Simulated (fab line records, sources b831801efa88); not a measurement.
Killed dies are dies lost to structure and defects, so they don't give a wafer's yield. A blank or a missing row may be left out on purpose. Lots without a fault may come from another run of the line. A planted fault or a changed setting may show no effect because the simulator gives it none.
Which tool did it? | flow gf180mcu | 6 lots, 18 wafers sampled, at 4 steps of a route of 602

WHAT THE GAUGES READ, wafer by wafer
GF_V2_BOW_MEAS_05.
lot  | measured     | on            | V2_BOW (um)
L839 | day 20 11:21 | film_metro-01 | 89 100 113
L842 | day 21 23:34 | film_metro-02 | 105 114 102
L845 | day 22 19:14 | film_metro-02 | 104 80 84
L847 | day 23 09:23 | film_metro-04 | 102 106 99
L854 | day 25 16:32 | film_metro-02 | 101 112 103
L859 | day 27 05:37 | film_metro-04 | 113 102 120

WHICH TOOL RAN EACH LOT (tool, then ch and the chambers of the sampled wafers, then the start)
lot  | GF_VT_IMPLANT_COAT_13             | GF_VT_IMPLANT_STRIP_20               | GF_V1_ETCH_16
L839 | litho_track-03 ch 0, day 6 15:46  | plasma_asher-02 ch 0,1, day 6 23:38  | rie_diel-03 ch 1,2,3, day 19 07:19
L842 | litho_track-01 ch 0, day 7 12:00  | plasma_asher-04 ch 0,1, day 7 20:34  | rie_diel-04 ch 0,1,2, day 20 20:55
L845 | litho_track-01 ch 0, day 8 06:05  | plasma_asher-01 ch 0,1, day 8 14:22  | rie_diel-01 ch 1,2,3, day 21 17:21
L847 | litho_track-01 ch 0, day 8 18:45  | plasma_asher-04 ch 0,1, day 9 03:28  | rie_diel-01 ch 0,2,3, day 22 07:21
L854 | litho_track-01 ch 0, day 10 15:18 | plasma_asher-01 ch 0,1, day 11 00:10 | rie_diel-01 ch 0,1,3, day 24 15:46
L859 | litho_track-03 ch 0, day 11 22:53 | plasma_asher-04 ch 0,1, day 12 08:34 | rie_diel-04 ch 1,3, day 26 05:58
- GF_VT_IMPLANT_COAT_13: resist thk 1000 nm.
- GF_VT_IMPLANT_STRIP_20: strips in O2/N2.
- GF_V1_ETCH_16: etches BARC in N2/H2.

THE ANSWER, worked out from the rows above alone
Rule: what is usual is taken from the lots themselves. Put in order of their means at a reading, lots are off if they are a third of the lots or fewer, leave a main group of 4 or more, and stand apart from it by a gap of 3 or more times the standard deviation of the main group's means; of several such gaps the widest counts. A main group whose means are all the same, to the digits that the tables above print for the reading, isn't used. A lot without any number at a reading at which 4 lots or more have one is off too. The other lots that the step has rows for count as sound.
No lot is off at any reading shown: from this, nothing can be told.

WHAT THE SIMULATOR HAD PUT IN
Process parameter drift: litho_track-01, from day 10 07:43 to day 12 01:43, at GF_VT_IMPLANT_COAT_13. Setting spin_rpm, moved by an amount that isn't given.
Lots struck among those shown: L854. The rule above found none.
